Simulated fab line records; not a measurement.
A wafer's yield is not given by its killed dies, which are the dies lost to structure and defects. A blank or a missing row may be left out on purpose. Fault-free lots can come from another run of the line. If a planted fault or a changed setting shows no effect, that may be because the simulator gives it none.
Which tool is to blame? | flow sky130 | 37 wafers from 13 lots sampled at 3 of the route's 708 steps

## WHAT THE GAUGES READ, wafer by wafer
SKY_CONTACT_RS_MEAS_25: the measuring method here is four-point-probe.
lot  | measured     | on           | CONTACT_W_RS (ohm/sq)
L279 | day 32 06:06 | filmMetro-02 | 0.343 0.342 0.323
L278 | day 32 12:10 | filmMetro-02 | 0.338 0.339 0.338
L280 | day 32 15:26 | filmMetro-02 | 0.341 0.324 0.321
L281 | day 32 23:16 | filmMetro-01 | 0.336 0.336
L282 | day 33 13:45 | filmMetro-01 | 0.337 0.343
L292 | day 36 18:17 | filmMetro-02 | 0.325 0.341 0.339
L293 | day 36 20:37 | filmMetro-01 | 0.323 0.326 0.342
L294 | day 37 15:08 | filmMetro-02 | 0.321 0.337 0.339
L296 | day 37 22:15 | filmMetro-02 | 0.346 0.344 0.348
L297 | day 38 04:07 | filmMetro-02 | 0.334 0.336 0.339
L298 | day 38 08:25 | filmMetro-02 | 0.323 0.326 0.338
L299 | day 38 15:43 | filmMetro-01 | 0.325 0.342 0.326
L300 | day 38 20:25 | filmMetro-03 | 0.338 0.333 0.335

SKY_METAL1_THK_MEAS_06: measures by xrf.
lot  | measured     | on           | METAL1_ALCU_THK (nm)
L279 | day 32 06:50 | filmMetro-02 | 251.4 251.0 252.9
L278 | day 32 12:53 | filmMetro-04 | 246.9 247.5 250.7
L280 | day 32 16:11 | filmMetro-03 | 251.7 251.3 251.2
L281 | day 32 23:59 | filmMetro-04 | 248.4 249.6
L282 | day 33 14:29 | filmMetro-04 | 250.9 252.7
L292 | day 36 19:01 | filmMetro-03 | 248.6 246.8 247.8
L293 | day 36 21:21 | filmMetro-02 | 249.1 253.3 248.1
L294 | day 37 15:52 | filmMetro-02 | 250.4 249.3 250.5
L296 | day 37 23:05 | filmMetro-02 | 251.4 250.1 250.2
L297 | day 38 04:50 | filmMetro-04 | 251.5 250.3 246.9
L298 | day 38 09:17 | filmMetro-03 | 246.0 249.7 250.3
L299 | day 38 16:28 | filmMetro-02 | 246.9 246.8 249.6
L300 | day 38 21:11 | filmMetro-04 | 246.2 248.3 246.7

## WHICH TOOL RAN EACH LOT (tool, then ch and the chambers of the sampled wafers, then the start)
lot  | SKY_METAL1_SPUTTER_02
L279 | pvdSputter-03, day 32 06:38
L278 | pvdSputter-02, day 32 12:40
L280 | pvdSputter-02, day 32 15:58
L281 | pvdSputter-03, day 32 23:46
L282 | pvdSputter-04, day 33 14:16
L292 | pvdSputter-03, day 36 18:47
L293 | pvdSputter-04, day 36 21:08
L294 | pvdSputter-04, day 37 15:40
L296 | pvdSputter-02, day 37 22:53
L297 | pvdSputter-04, day 38 04:37
L298 | pvdSputter-02, day 38 09:03
L299 | pvdSputter-02, day 38 16:15
L300 | pvdSputter-04, day 38 20:57
- SKY_METAL1_SPUTTER_02: material AlCu, target thk 250 nm, time 13.3 s.

## WHAT THE TOOLS THEMSELVES READ (means of the sampled wafers that have a number; where no wafer has one, the mark that the record gives instead)
SKY_METAL1_SPUTTER_02.
lot  | tool          | throttleValvePct (%)
L279 | pvdSputter-03 | 30.2
L278 | pvdSputter-02 | 31.0
L280 | pvdSputter-02 | 30.2
L281 | pvdSputter-03 | 30.9
L282 | pvdSputter-04 | 29.8
L292 | pvdSputter-03 | 31.5
L293 | pvdSputter-04 | 29.7
L294 | pvdSputter-04 | 30.3
L296 | pvdSputter-02 | 29.7
L297 | pvdSputter-04 | 30.2
L298 | pvdSputter-02 | 30.0
L299 | pvdSputter-02 | 30.1
L300 | pvdSputter-04 | 30.1

## THE ANSWER, worked out from the rows above alone
Rule: what is usual is taken from the lots themselves. The widest of any qualifying gaps counts: lots, ordered by their means at a reading, are off when they make up no more than a third of the lots, leave a main group of 4 or more, and stand apart from it by 3 or more times the standard deviation of that group's means. If all means in a main group match to the digits the tables above print for the reading, that group is not used. Also off: a lot with no number at a reading for which 4 or more lots have one. The other lots that the step has rows for count as sound. Order of review: gauges by route order, followed by the tools' own readings, for which a lot's mean as printed above is used. The first step at which some lot is off is used, and at that step the reading that is off furthest; a lot without a number counts as furthest.
Across all readings shown, no lot is off: no conclusion can be drawn from this.

## WHAT THE SIMULATOR HAD INSERTED
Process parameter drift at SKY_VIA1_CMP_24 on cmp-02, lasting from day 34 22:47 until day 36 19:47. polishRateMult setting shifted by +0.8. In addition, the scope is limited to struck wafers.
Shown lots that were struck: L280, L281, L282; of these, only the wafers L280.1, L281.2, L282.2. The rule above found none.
